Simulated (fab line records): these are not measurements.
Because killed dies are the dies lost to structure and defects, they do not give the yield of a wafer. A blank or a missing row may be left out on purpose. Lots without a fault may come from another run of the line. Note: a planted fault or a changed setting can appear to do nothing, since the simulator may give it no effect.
fab line records	flow sky130
record lots=6	wafers=18	last_day=49
route steps=708 shown VIA2@510 PAD_OPEN@708
lots that met no fault: taken from a fault-free run of the same line
start_h: the number of hours between the record's first day and the start of the first shown wafer of the lot	wait_h: how many hours have passed since the lot's step before this one	" the same as in the row above	L1.1+2: several wafers, shown together as one row	- no value, or no start was given	* or withheld: withheld	< > ~ a bound
route shown NAME@n: NAME is a module with steps in the file, n the number in the route of the first one	usual: the fault-free wafers' mean and standard deviation	same: alike in all rows	chamber/n: place in a boat	sites: readings site by site	_std_site: their standard deviation	_edge_site: the outer-site mean with the inner-site mean subtracted	radius_mm: for every site, how far away it sits from the centre of the wafer	mask NAME#n: copy n	behind: the most recent tool/chamber to have shaped the wafer	hold: why the lot went on hold/how many hours it stayed there/how the hold came to an end	device: the transistor (n, p or np) that didn't switch	end of line: the same wafers' tests at the end of the route	a step given without rows: its recipe and nothing more	killed: dies lost to structure and defects at the first sort, not the wafer's yield	map: a wafer's dies, marking killed ones x, the rest . and places with no die _
set.NAME: the setting as run; set.NAME@STEP: as run at that earlier step	model.NAME: the simulator's own value behind a step, which no gauge read
lots at selected steps of the route; one table per step, one row per wafer
services: from which hour (start_h, from the record's first day; less than 0 if before it) a tool's chamber was out of use, for how many hours, and why
## steps
# step SKY_VIA2_BOW_MEAS_03
# recipe mode=bow
# usual VIA2_BOW=87/7.1
lot.wafer	tool	chamber	start_h	wait_h	VIA2_BOW[um]
L452.2	film_metro-01	-	854.97	0.1	101
L452.3	"	-	"	"	89
L452.6	"	-	"	"	91
L454.1	film_metro-03	-	865.96	0.1	94
L454.3	"	-	"	"	88
L454.4	"	-	"	"	85
L457.1	film_metro-01	-	886.86	0.2	82
L457.2	"	-	"	"	84
L457.4	"	-	"	"	99
L458.3	film_metro-01	-	890.95	0.2	94
L458.4	"	-	"	"	78
L458.6	"	-	"	"	79
L459.2	film_metro-03	-	901.53	0.3	79
L459.3	"	-	"	"	88
L459.6	"	-	"	"	78
L468.2	film_metro-01	-	955.10	0.3	89
L468.5	"	-	"	"	90
L468.6	"	-	"	"	104
# step SKY_VIA2_DEHYDRATE_04
# recipe temp_c=200	time_s=60
# step SKY_VIA2_HMDS_05
# recipe prime_time_s=60	prime_temp_c=120
# step SKY_VIA2_COAT_06
# recipe resist=BARC	temp_c=withheld	time_s=withheld	spin_rpm=3000	resist_thk_nm=60
# step SKY_VIA2_COAT_07
# recipe resist=KrF-thick	spin_rpm=3000	resist_thk_nm=450
# step SKY_VIA2_SOFTBAKE_08
# recipe temp_c=100	time_s=90	resist=KrF-thick
# step SKY_VIA2_EXPOSE_09
# recipe mask_id=VIM2	na=0.8	source_shape=annular	sigma_inner=0.55	sigma_outer=0.85	target_cd_nm=200	dose_mj=38
# step SKY_VIA2_PEB_10
# recipe peb_temp_c=withheld	peb_time_s=withheld	resist=KrF-thick
# step SKY_VIA2_DEVELOP_11
# recipe develop_time_s=62.5	resist=KrF-thick	dev_temp_c=21
# step SKY_VIA2_CD_MEAS_12
# recipe target_cd_nm=200
# usual cd_nm=199.8/1.6
lot.wafer	tool	chamber	start_h	wait_h	cd_nm
L452.2	cd_sem-02	-	880.72	-	198.7
L452.3	"	-	"	"	200.1
L452.6	"	-	"	"	201.5
L454.1	cd_sem-01	-	892.35	-	199.8
L454.3	"	-	"	"	200.2
L454.4	"	-	"	"	199.0
L457.1	cd_sem-01	-	913.23	-	201.3
L457.2	"	-	"	"	200.2
L457.4	"	-	"	"	201.5
L458.3	cd_sem-01	-	917.14	-	199.1
L458.4	"	-	"	"	199.9
L458.6	"	-	"	"	199.1
L459.2	cd_sem-02	-	926.67	-	198.7
L459.3	"	-	"	"	199.4
L459.6	"	-	"	"	199.6
L468.2	cd_sem-02	-	980.30	-	200.0
L468.5	"	-	"	"	198.4
L468.6	"	-	"	"	199.9
# step SKY_VIA2_OVL_MEAS_13
# usual VIA2_OVL=1/6.6
lot.wafer	tool	chamber	start_h	wait_h	VIA2_OVL[nm]
L452.2	overlay-01	-	880.83	0.1	-2
L452.3	"	-	"	"	-1
L452.6	"	-	"	"	-6
L454.1	overlay-01	-	892.47	0.1	-1
L454.3	"	-	"	"	2
L454.4	"	-	"	"	2
L457.1	overlay-02	-	913.35	0.1	-6
L457.2	"	-	"	"	-2
L457.4	"	-	"	"	-4
L458.3	overlay-01	-	917.23	0.1	4
L458.4	"	-	"	"	13
L458.6	"	-	"	"	4
L459.2	overlay-01	-	926.77	0.1	-1
L459.3	"	-	"	"	-6
L459.6	"	-	"	"	-6
L468.2	overlay-02	-	980.41	0.1	5
L468.5	"	-	"	"	5
L468.6	"	-	"	"	5
# step SKY_VIA2_ETCH_14
# recipe chemistry=N2/H2	target=BARC	ion_energy_ev=200	source_w=500	bias_w=100	pressure_mtorr=30	n2_flow_sccm=100	h2_flow_sccm=200	stop_on=SiO2	time_s=45.9	target_depth_a=600
# usual drypump_motor_current_A=5.8/0.44	oes_product_au=0.854/0.005	rf_fwd_power_W=494.8/2	throttle_valve_pct=13.224/0.0095
lot.wafer	tool	chamber	start_h	wait_h	drypump_motor_current_A	oes_product_au	rf_fwd_power_W	rf_hours_counter_h	throttle_valve_pct
L452.2	rie_diel-04	0	880.86	0.0	5.5	0.856	492.1	3	13.231
L452.3	"	2	"	"	5.5	0.870	493.5	13	13.228
L452.6	"	3	"	"	5.6	0.845	495.6	-	13.223
L454.1	rie_diel-02	2	892.50	0.0	6.7	0.855	497.6	7	13.224
L454.3	"	0	"	"	5.7	0.852	494.3	18	13.228
L454.4	"	1	"	"	6.6	0.857	498.9	2	13.213
L457.1	rie_diel-01	0	913.39	0.0	6.2	0.850	493.9	6	13.221
L457.2	"	2	"	"	5.3	0.857	493.6	3	13.237
L457.4	"	1	"	"	5.6	0.859	495.7	14	13.225
L458.3	rie_diel-02	2	917.25	0.0	6.7	0.855	497.1	8	13.231
L458.4	"	0	"	"	5.7	0.855	496.7	19	13.207
L458.6	"	1	"	"	6.6	0.855	498.5	-	13.217
L459.2	rie_diel-02	0	926.80	0.0	5.7	0.865	497.0	19	13.215
L459.3	"	1	"	"	6.6	0.862	493.5	3	13.231
L459.6	"	3	"	"	5.5	0.867	491.0	-	13.219
L468.2	rie_diel-01	0	980.44	0.0	6.2	0.858	494.1	7	13.212
L468.5	"	0	"	"	6.2	0.853	494.1	-	13.217
L468.6	"	1	"	"	5.6	0.854	495.3	-	13.228
# step SKY_VIA2_ETCH_15
# recipe target=SiO2	chemistry=C4F8/O2/Ar	target_depth_nm=546	stop_on=TiN	mask_material=KrF-thick	source_w=1500	bias_w=1200	pressure_mtorr=40	c4f8_flow_sccm=withheld	O2_flow_sccm=6	Ar_flow_sccm=300	time_s=84
# usual oes_product_au=0.940/0.0048	rf_fwd_power_W=1490/5.2
lot.wafer	tool	chamber	start_h	wait_h	oes_product_au	rf_fwd_power_W	rf_hours_counter_h	model.KrF-thick_of_VIA2_COAT_07.thk_nm
L452.2	rie_diel-04	0	880.90	0.0	0.935	1481	3	287.5
L452.3	"	2	"	"	0.943	1493	13	280.8
L452.6	"	3	"	"	0.938	1489	-	282.3
L454.1	rie_diel-02	2	892.55	0.0	0.940	1487	7	284
L454.3	"	0	"	"	0.943	1495	18	286.5
L454.4	"	1	"	"	0.930	1488	2	286.9
L457.1	rie_diel-01	0	913.43	0.0	0.944	1487	6	280.4
L457.2	"	2	"	"	0.947	1481	3	285.1
L457.4	"	1	"	"	0.942	1489	14	285
L458.3	rie_diel-02	2	917.30	0.0	0.940	1490	8	283.4
L458.4	"	0	"	"	0.942	1248	19	290
L458.6	"	1	"	"	0.947	1493	-	282.8
L459.2	rie_diel-02	0	926.85	0.0	0.937	1255	19	290.5
L459.3	"	1	"	"	0.936	1499	3	286.5
L459.6	"	3	"	"	0.940	1495	-	285.5
L468.2	rie_diel-01	0	980.48	0.0	0.949	1487	8	283.9
L468.5	"	0	"	"	0.939	1494	-	285.9
L468.6	"	1	"	"	0.937	1496	-	286.6
# step SKY_VIA2_STRIP_16
# recipe chemistry=O2/N2	power_w=1400	pressure_mtorr=1500	platen_temp_c=withheld	o2_flow_sccm=3000	n2_flow_sccm=300	overash_fraction=0.5
# usual drypump_motor_current_A=5.7/0.34	oes_product_au=0.399/0.0045	strip_time_to_endpoint_s=4.054/0.023
lot.wafer	tool	chamber	start_h	wait_h	drypump_motor_current_A	oes_product_au	rf_hours_counter_h	strip_time_to_endpoint_s
L452.2	plasma_asher-01	0	880.96	0.0	5.0	0.397	14	4.092
L452.3	"	1	"	"	5.7	0.395	-	4.010
L452.6	"	1	"	"	5.7	0.402	-	4.030
L454.1	plasma_asher-04	1	892.61	0.0	5.7	0.403	45	4.061
L454.3	"	1	"	"	5.7	0.398	-	4.088
L454.4	"	0	"	"	6.2	0.400	-	4.092
L457.1	plasma_asher-03	0	913.49	0.0	5.7	0.397	110	4.014
L457.2	"	1	"	"	5.6	0.401	110	4.067
L457.4	"	0	"	"	5.7	0.399	-	4.080
L458.3	plasma_asher-03	1	917.39	0.1	5.6	0.393	-	4.064
L458.4	"	0	"	"	5.7	0.405	-	4.133
L458.6	"	0	"	"	5.7	0.396	-	4.040
L459.2	plasma_asher-01	1	926.91	0.0	5.7	0.403	18	4.125
L459.3	"	0	"	"	5.0	0.405	-	4.066
L459.6	"	1	"	"	5.7	0.400	-	4.077
L468.2	plasma_asher-04	1	980.54	0.0	5.7	0.397	54	4.053
L468.5	"	1	"	"	5.7	0.400	-	4.070
L468.6	"	0	"	"	6.2	0.397	-	4.073
# step SKY_VIA2_STRIP_17
# recipe chemistry=post_etch_residue_remover	time_s=1200	temp_c=72.5
# step SKY_PAD_OPEN_PROBE_99
# usual defect_limited_yield=82.5/2.2	killed_at_M0_to_M3=43/7.5	killed_at_M4_up=3.2/1.9	killed_at_contacts=24/5.6	killed_at_front_end=15/4.8	killed_at_other=0.2/0.54	killed_dies=86/11	killed_open=47/7.6	killed_short=39/7.1	sort_bin_3_pad_short=0.8/0.36	sort_bin_5_function=10.4/1.6	sort_bin_6_memory=6.3/1.3	sort_n_pass=406/11	sort_yield_pct=82.5/2.2
# same gross_dies=492	killed_at_back_side=0	sort_bin_4_leakage[%]=0	sort_bin_8_speed[%]=0
lot.wafer	tool	chamber	start_h	wait_h	defect_limited_yield[%]	killed_at_M0_to_M3	killed_at_M4_up	killed_at_contacts	killed_at_front_end	killed_at_other	killed_dies	killed_open	killed_short	sort_bin_3_pad_short[%]	sort_bin_5_function[%]	sort_bin_6_memory[%]	sort_n_pass	sort_yield_pct[%]
L452.2	prober-01	-	1108.43	0.1	87.2	33	6	14	7	3	63	29	34	0.4	7.9	4.5	429	87.2
L452.3	prober-01	-	1108.48	0.2	83.3	43	4	21	13	1	82	48	34	1.0	10.8	4.9	410	83.3
L452.6	prober-01	-	1108.63	0.2	85.6	39	3	21	7	1	71	38	33	0.6	9.8	4.1	421	85.6
L454.1	prober-01	-	1118.65	0.1	84.8	43	0	17	15	0	75	40	35	0.4	9.1	5.7	417	84.8
L454.3	prober-01	-	1118.75	0.2	87.8	28	2	16	14	0	60	30	30	0.6	7.5	4.1	432	87.8
L454.4	prober-01	-	1118.80	0.2	83.1	44	4	22	13	0	83	45	38	1.4	9.3	6.1	409	83.1
L457.1	prober-01	-	1130.93	0.1	85.4	30	5	23	13	1	72	44	28	1.0	8.1	5.5	420	85.4
L457.2	prober-01	-	1130.98	0.1	83.5	43	5	26	6	1	81	39	42	1.0	11.0	4.5	411	83.5
L457.4	prober-01	-	1131.08	0.2	82.7	46	3	18	18	0	85	37	48	1.2	9.6	6.5	407	82.7
L458.3	prober-02	-	1137.81	0.2	84.3	38	4	27	8	0	77	45	32	1.2	8.1	6.3	415	84.3
L458.4	prober-02	-	1137.86	0.2	81.5	49	3	25	14	0	91	51	40	0.8	11.0	6.7	401	81.5
L458.6	prober-02	-	1137.96	0.2	81.5	47	3	28	13	0	91	53	38	0.6	10.8	7.1	401	81.5
L459.2	prober-01	-	1144.53	0.1	83.9	30	2	33	14	0	79	40	39	1.0	9.8	5.3	413	83.9
L459.3	prober-01	-	1144.58	0.2	82.7	37	4	21	23	0	85	50	35	0.8	11.8	4.7	407	82.7
L459.6	prober-01	-	1144.73	0.2	79.7	42	6	30	22	0	100	49	51	1.6	11.6	7.1	392	79.7
L468.2	prober-02	-	1185.35	0.1	85.0	40	4	12	18	0	74	44	30	0.2	10.8	4.1	418	85.0
L468.5	prober-02	-	1185.50	0.2	84.3	45	1	21	10	0	77	50	27	0	10.4	5.3	415	84.3
L468.6	prober-02	-	1185.55	0.2	81.1	34	2	31	25	1	93	51	42	1.0	11.8	6.1	399	81.1
# killed by level:class
L452.2 VIA1:geometric_particle:open=9 METAL1:geometric_particle:short=6 LI_CONTACT:geometric_particle:open=4 CONTACT:geometric_particle:short=4 METAL2:geometric_particle:short=4 METAL4:geometric_particle:short=4 METAL3:geometric_particle:short=4 CONTACT:geometric_particle:open=3
L452.3 VIA1:geometric_particle:open=11 CONTACT:geometric_particle:open=10 VIA3:geometric_particle:open=7 VIA2:geometric_particle:open=6 CONTACT:geometric_particle:short=5 METAL3:geometric_particle:short=5 FIELD_ISO:geometric_particle:open=4 POLY_GATE:geometric_particle:open=4
L452.6 VIA1:geometric_particle:open=16 LI_CONTACT:geometric_particle:open=7 CONTACT:geometric_particle:open=7 METAL2:geometric_particle:short=6 VIA2:geometric_particle:open=5 VIA1:geometric_particle:short=5 LOCAL_INTERCONNECT:geometric_particle:short=4 CONTACT:geometric_particle:short=3
L454.1 METAL1:geometric_particle:short=9 CONTACT:geometric_particle:open=8 VIA1:geometric_particle:open=8 VIA2:geometric_particle:open=8 FIELD_ISO:geometric_particle:open=5 LI_CONTACT:geometric_particle:short=4 VIA2:geometric_particle:short=4 METAL3:geometric_particle:short=4
L454.3 METAL2:geometric_particle:short=9 CONTACT:geometric_particle:open=5 VIA1:geometric_particle:open=5 FIELD_ISO:geometric_particle:open=4 FIELD_ISO:geometric_particle:short=4 LI_CONTACT:geometric_particle:open=4 CONTACT:geometric_particle:short=3 METAL1:geometric_particle:short=3
L454.4 VIA1:geometric_particle:open=14 CONTACT:geometric_particle:open=8 FIELD_ISO:geometric_particle:short=5 LI_CONTACT:geometric_particle:open=5 LOCAL_INTERCONNECT:geometric_particle:short=5 VIA3:geometric_particle:open=4 METAL2:geometric_particle:short=4 VIA2:geometric_particle:open=4
L457.1 CONTACT:geometric_particle:open=8 VIA3:geometric_particle:open=7 FIELD_ISO:geometric_particle:open=6 LI_CONTACT:geometric_particle:open=6 VIA1:geometric_particle:open=6 LOCAL_INTERCONNECT:geometric_particle:short=5 CONTACT:geometric_particle:short=4 VIA2:geometric_particle:open=4
L457.2 LI_CONTACT:geometric_particle:open=10 VIA1:geometric_particle:open=8 METAL3:geometric_particle:short=8 VIA3:geometric_particle:open=8 METAL2:geometric_particle:short=6 CONTACT:geometric_particle:open=5 CONTACT:geometric_particle:short=5 METAL4:geometric_particle:short=4
L457.4 VIA2:geometric_particle:short=8 VIA1:geometric_particle:open=8 LOCAL_INTERCONNECT:geometric_particle:short=6 CONTACT:geometric_particle:open=6 METAL1:geometric_particle:short=5 METAL2:geometric_particle:short=5 VIA3:geometric_particle:open=5 FIELD_ISO:geometric_particle:open=4
L458.3 CONTACT:geometric_particle:open=11 LI_CONTACT:geometric_particle:open=9 VIA1:geometric_particle:open=8 METAL2:geometric_particle:short=6 CONTACT:geometric_particle:short=5 METAL1:geometric_particle:short=5 VIA3:geometric_particle:short=5 VIA3:geometric_particle:open=5
L458.4 VIA1:geometric_particle:open=19 LI_CONTACT:geometric_particle:open=10 METAL1:geometric_particle:short=7 VIA3:geometric_particle:open=7 CONTACT:geometric_particle:open=6 VIA3:geometric_particle:short=4 SONOS_ONO:geometric_particle:short=3 POLY_GATE:geometric_particle:short=3
L458.6 VIA1:geometric_particle:open=16 CONTACT:geometric_particle:open=9 LI_CONTACT:geometric_particle:open=7 LOCAL_INTERCONNECT:geometric_particle:short=7 METAL1:geometric_particle:short=5 VIA2:geometric_particle:open=5 VIA3:geometric_particle:open=5 VIA1:geometric_particle:short=4
L459.2 CONTACT:geometric_particle:open=15 METAL1:geometric_particle:short=6 FIELD_ISO:geometric_particle:short=5 VIA3:geometric_particle:open=5 VIA1:geometric_particle:open=5 POLY_GATE:geometric_particle:short=4 LI_CONTACT:geometric_particle:short=4 LI_CONTACT:geometric_particle:open=4
L459.3 FIELD_ISO:geometric_particle:short=8 CONTACT:geometric_particle:open=7 VIA1:geometric_particle:open=7 VIA2:geometric_particle:open=7 VIA3:geometric_particle:open=7 CONTACT:geometric_particle:short=6 POLY_GATE:geometric_particle:open=6 FIELD_ISO:geometric_particle:open=4
L459.6 LOCAL_INTERCONNECT:geometric_particle:short=9 CONTACT:geometric_particle:open=9 VIA1:geometric_particle:open=9 POLY_GATE:geometric_particle:short=7 VIA1:geometric_particle:short=7 VIA3:geometric_particle:open=6 POLY_GATE:geometric_particle:open=5 LI_CONTACT:geometric_particle:open=5
L468.2 VIA1:geometric_particle:open=14 VIA2:geometric_particle:open=9 METAL1:geometric_particle:short=6 POLY_GATE:geometric_particle:short=5 LI_CONTACT:geometric_particle:open=5 FIELD_ISO:geometric_particle:short=4 METAL2:geometric_particle:short=4 VIA3:geometric_particle:open=4
L468.5 VIA2:geometric_particle:open=9 CONTACT:geometric_particle:open=8 VIA1:geometric_particle:open=8 LI_CONTACT:geometric_particle:open=7 METAL1:geometric_particle:short=7 METAL2:geometric_particle:short=7 VIA3:geometric_particle:open=6 FIELD_ISO:geometric_particle:open=4
L468.6 CONTACT:geometric_particle:open=10 VIA1:geometric_particle:open=9 FIELD_ISO:geometric_particle:short=7 FIELD_ISO:geometric_particle:open=7 POLY_GATE:geometric_particle:short=5 LI_CONTACT:geometric_particle:short=5 LI_CONTACT:geometric_particle:open=5 CONTACT:geometric_particle:short=5
## services
tool	chamber	start_h	hours	kind
rie_diel-04	1	858.88	27.6	repair
plasma_asher-03	-	890.21	1.0	repair
plasma_asher-01	-	894.47	7.6	repair
rie_diel-02	1	936.76	2.9	repair
plasma_asher-01	-	964.30	4.3	pm
rie_diel-01	3	974.33	-	clean
rie_diel-01	3	974.33	12.4	scheduled_down
rie_diel-01	3	974.33	12.4	vent_cycle
## key
first_sign step=SKY_VIA2_ETCH_15	reading=rf_fwd_power_W	direction=down	sigmas=46	usual=1490	struck=1252
effect step=SKY_VIA2_STRIP_16	reading=strip_time_to_endpoint_s	direction=up	sigmas=3.2	usual=*	struck=*
model_effect step=SKY_VIA2_ETCH_15	value=KrF-thick_of_VIA2_COAT_07.thk_nm	without=283.1	struck=290.3
met_at SKY_VIA2_ETCH_15
struck_wafers L458.4,L459.2
onset_between 892.55 917.30
fault kind=process_parameter_drift	tool=rie_diel-02	chamber=0	onset_h=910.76	steps=SKY_VIA2_ETCH_15	channel=source_w	offset=-240	shape=step	end_h=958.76	acts_in=these_recipes_only	stated=1500
